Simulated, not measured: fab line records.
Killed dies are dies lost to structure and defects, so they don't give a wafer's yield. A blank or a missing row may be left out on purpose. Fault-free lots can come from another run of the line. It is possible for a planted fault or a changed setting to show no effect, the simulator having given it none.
Matching of chambers || flow sky130 || 4 sister chambers for SKY_LI_CONTACT_CMP_02 on cmp-01
The step polishes PSG. 14 wafers are shown with their chamber, then 6 later ones without.

== WAFERS WITH THEIR CHAMBER ==
{"wafer": "L370.2", "chamber": 1, "motor current A (A)": 12.5, "time to endpoint s (s)": 32.9}
{"wafer": "L370.3", "chamber": 2, "motor current A (A)": 11.1, "time to endpoint s (s)": 31.1}
{"wafer": "L370.6", "chamber": 1, "motor current A (A)": 12.1, "time to endpoint s (s)": 33.0}
{"wafer": "L372.4", "chamber": 0, "motor current A (A)": 12.8, "time to endpoint s (s)": 29.6}
{"wafer": "L372.5", "chamber": 3, "motor current A (A)": 9.5, "time to endpoint s (s)": 29.6}
{"wafer": "L372.6", "chamber": 2, "motor current A (A)": 11.1, "time to endpoint s (s)": 28.7}
{"wafer": "L375.1", "chamber": 2, "motor current A (A)": 10.4, "time to endpoint s (s)": 31.5}
{"wafer": "L375.2", "chamber": 0, "motor current A (A)": 12.8, "time to endpoint s (s)": 32.4}
{"wafer": "L375.4", "chamber": 3, "motor current A (A)": 10.3, "time to endpoint s (s)": 33.4}
{"wafer": "L379.1", "chamber": 2, "motor current A (A)": 10.2, "time to endpoint s (s)": 30.1}
{"wafer": "L379.3", "chamber": 1, "motor current A (A)": 11.7, "time to endpoint s (s)": 30.1}
{"wafer": "L379.5", "chamber": 0, "motor current A (A)": 12.2, "time to endpoint s (s)": 30.4}
{"wafer": "L380.1", "chamber": 1, "motor current A (A)": 12.0, "time to endpoint s (s)": 29.0}
{"wafer": "L380.3", "chamber": 0, "motor current A (A)": 12.8, "time to endpoint s (s)": 34.6}

SIGNATURES (averages over the wafers above)
{"reading": "motor current A", "chamber 0": 12.650, "chamber 1": 12.075, "chamber 2": 10.700, "chamber 3": 9.900, "scatter within a chamber": 0.397}
{"reading": "time to endpoint s", "chamber 0": 31.750, "chamber 1": 31.250, "chamber 2": 30.350, "chamber 3": 31.500, "scatter within a chamber": 1.98}
Rule: a wafer lies at a distance from a chamber equal to the root of the sum of squares, over the readings, of (its reading less the chamber's mean, divided by the reading's scatter). If the next closest chamber is less than 2 further off than the closest, the wafer can't be placed; otherwise it belongs to the closest. The scatter is the square root of a quotient: the sum, over the shown wafers, of each reading's squared deviation from its chamber's mean, divided by wafers minus chambers.

== WAFERS WITHOUT THEIR CHAMBER ==
{"wafer": "L380.6", "motor current A (A)": 9.7, "time to endpoint s (s)": 30.3}
{"wafer": "L382.1", "motor current A (A)": 11.0, "time to endpoint s (s)": 31.5}
{"wafer": "L382.4", "motor current A (A)": 10.1, "time to endpoint s (s)": 35.5}
{"wafer": "L382.6", "motor current A (A)": 11.8, "time to endpoint s (s)": 34.2}
{"wafer": "L387.2", "motor current A (A)": 10.4, "time to endpoint s (s)": 32.3}
{"wafer": "L387.6", "motor current A (A)": 10.7, "time to endpoint s (s)": 33.0}

== WHICH CHAMBER EACH WENT THROUGH ==
{"wafer": "L380.6", "from the rows above": "can't be placed: 3 or 2", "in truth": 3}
{"wafer": "L382.1", "from the rows above": "can't be placed: 2 or 1 or 3", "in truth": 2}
{"wafer": "L382.4", "from the rows above": "can't be placed: 3 or 2", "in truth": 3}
{"wafer": "L382.6", "from the rows above": "can't be placed: 1 or 0 or 2", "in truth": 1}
{"wafer": "L387.2", "from the rows above": "can't be placed: 2 or 3", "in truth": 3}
{"wafer": "L387.6", "from the rows above": "can't be placed: 2 or 3", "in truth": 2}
Placed correctly: 0 of 6. From these rows, 6 cannot be placed; in 6 the true chamber is one of the candidates. Wrongly placed: 0.
